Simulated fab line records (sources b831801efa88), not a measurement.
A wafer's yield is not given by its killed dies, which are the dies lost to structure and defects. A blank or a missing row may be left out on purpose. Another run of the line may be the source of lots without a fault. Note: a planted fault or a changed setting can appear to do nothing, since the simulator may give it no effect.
Struck lot and sound lot, side by side :: flow sky130 :: 17 out of 708 route steps
Sound: wafers L996.2, L996.3, L996.5. Wafers L985.2, L985.3, L985.4 were the ones struck. The cause comes at the end.
Each step with rows lists, per side, the tool, then ch with its chambers, then its first start. Under that, the readings that differ: sound wafers :: struck wafers :: difference of the means :: sigmas: that difference in standard deviations of wafers without a fault.
alike: same words and numbers on both sides, and readings whose means sit less than 2 such deviations apart. not compared: any withheld reading, any reading some wafer has no value for, any bound like >300 that may hide the same value, and any number with overlapping values for which the record gives no deviation.
A row with sigmas, a row that says differs or no value, or rows on one side alone: a step with any of these is where the two part. When numbers do not overlap yet have no deviation, they are printed without sigmas and do not part them. A reading missing from all wafers of one side parts the sides only when that side holds two or more wafers.

first, 2 steps without rows for these wafers: SKY_LOCAL_INTERCONNECT_PEB_09; SKY_LOCAL_INTERCONNECT_DEVELOP_10 (develop time 60 s).
SKY_LOCAL_INTERCONNECT_CD_MEAS_11: target cd 170 nm.
  sound on cd_sem-02, day 37 07:35; struck on cd_sem-01, day 34 01:56
  alike: cd_nm
SKY_LOCAL_INTERCONNECT_OVL_MEAS_12:
  sound on overlay-01, day 37 07:42; struck on overlay-02, day 34 02:03
  alike: LOCAL_INTERCONNECT_OVL
SKY_LOCAL_INTERCONNECT_ETCH_13: etches BARC in N2/H2, stops on SiO2, time 45.9 s, target depth 60 nm.
  sound on rie_metal-01 ch 0,1, day 37 07:44; struck on rie_metal-01 ch 1, day 34 02:06
  alike: drypump_motor_current_A, n2_flow_sccm, oes_product_au, throttle_valve_pct
  not compared: rf_hours_counter_h
SKY_LOCAL_INTERCONNECT_METAL_ETCH_14: etches TiN in Cl2/BCl3, stops on PSG, target depth 110 nm, time 31.4 s.
  sound on rie_metal-01 ch 0,1, day 37 07:47; struck on rie_metal-01 ch 1, day 34 02:13
  alike: drypump_motor_current_A, oes_product_au, throttle_valve_pct
  not compared: rf_hours_counter_h
SKY_LOCAL_INTERCONNECT_STRIP_15: strips in O2/N2.
  sound on plasma_asher-01 ch 0, day 37 07:50; struck on plasma_asher-02 ch 0,1, day 34 02:19
  alike: drypump_motor_current_A, n2_flow_sccm, oes_product_au, strip_time_to_endpoint_s
  not compared: rf_hours_counter_h
then, 3 steps without rows for these wafers: SKY_LOCAL_INTERCONNECT_STRIP_16 (strips in post etch residue remover, time 1200 s); SKY_LOCAL_INTERCONNECT_CLEAN_17 (cleans in IPA, time 180 s); SKY_LOCAL_INTERCONNECT_CLEAN_18 (cleans in O3/DIW).
SKY_CONTACT_CVD_00: deposits Si3N4, target thk 75 nm.
  sound on pecvd-02 ch 0,2, day 37 08:26; struck on pecvd-04 ch 0,2, day 34 02:54
  alike: heater_power_w, susceptor_temp_C
SKY_CONTACT_THK_MEAS_01:
  sound on film_metro-01, day 37 08:29; struck on film_metro-03, day 34 02:58
  alike: CONTACT_CVD_00_THK
SKY_CONTACT_HDPCVD_02: deposits SiO2, target thk 565 nm, time 94.2 s.
  sound on hdpcvd-02 ch 0,1, day 37 08:32; struck on hdpcvd-01 ch 0,2, day 34 03:01
reading: sih4_flow_sccm (sccm)
sound: 59.91 60.23 59.76
struck: 71.92 71.81 72.08
difference: +11.97
sigmas: +63

reading: model.SiO2_of_CONTACT_HDPCVD_02.thk_nm (nm)
sound: 559.9 562 565.3
struck: 679.9 666.2 677.2
difference: +112.0
sigmas: 
  alike: susceptor_temp_C
SKY_CONTACT_THK_MEAS_03:
  sound on film_metro-03, day 37 08:38; struck on film_metro-01, day 34 03:05
reading: CONTACT_HDPCVD_THK (nm)
sound: 560 562 565
struck: 680 666 677
difference: +112
sigmas: +24
SKY_CONTACT_CMP_04: polishes SiO2.
  sound on cmp-01 ch 0,1,2, day 37 08:44; struck on cmp-02 ch 1,2,3, day 34 03:08
reading: time_to_endpoint_s (s)
sound: 83 87 86
struck: 122 122 126
difference: +38
sigmas: +12
  alike: motor_current_A, platen_rpm
SKY_CONTACT_BOW_MEAS_05:
  sound on film_metro-01, day 37 09:01; struck on film_metro-01, day 34 03:28
  alike: CONTACT_BOW
next, for these wafers, 1 step has no rows: SKY_PAD_OPEN_PROBE_99.

== WHERE THEY PART ==
Earliest at SKY_CONTACT_HDPCVD_02; latest, in this record, at SKY_CONTACT_CMP_04. Later steps at which nothing parts them and some readings are alike: SKY_CONTACT_BOW_MEAS_05.

WHY: the cause the simulator had injected
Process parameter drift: hdpcvd-01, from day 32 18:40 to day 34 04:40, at SKY_CONTACT_HDPCVD_02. Setting sih4_flow_sccm, moved by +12, from 60. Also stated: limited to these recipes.
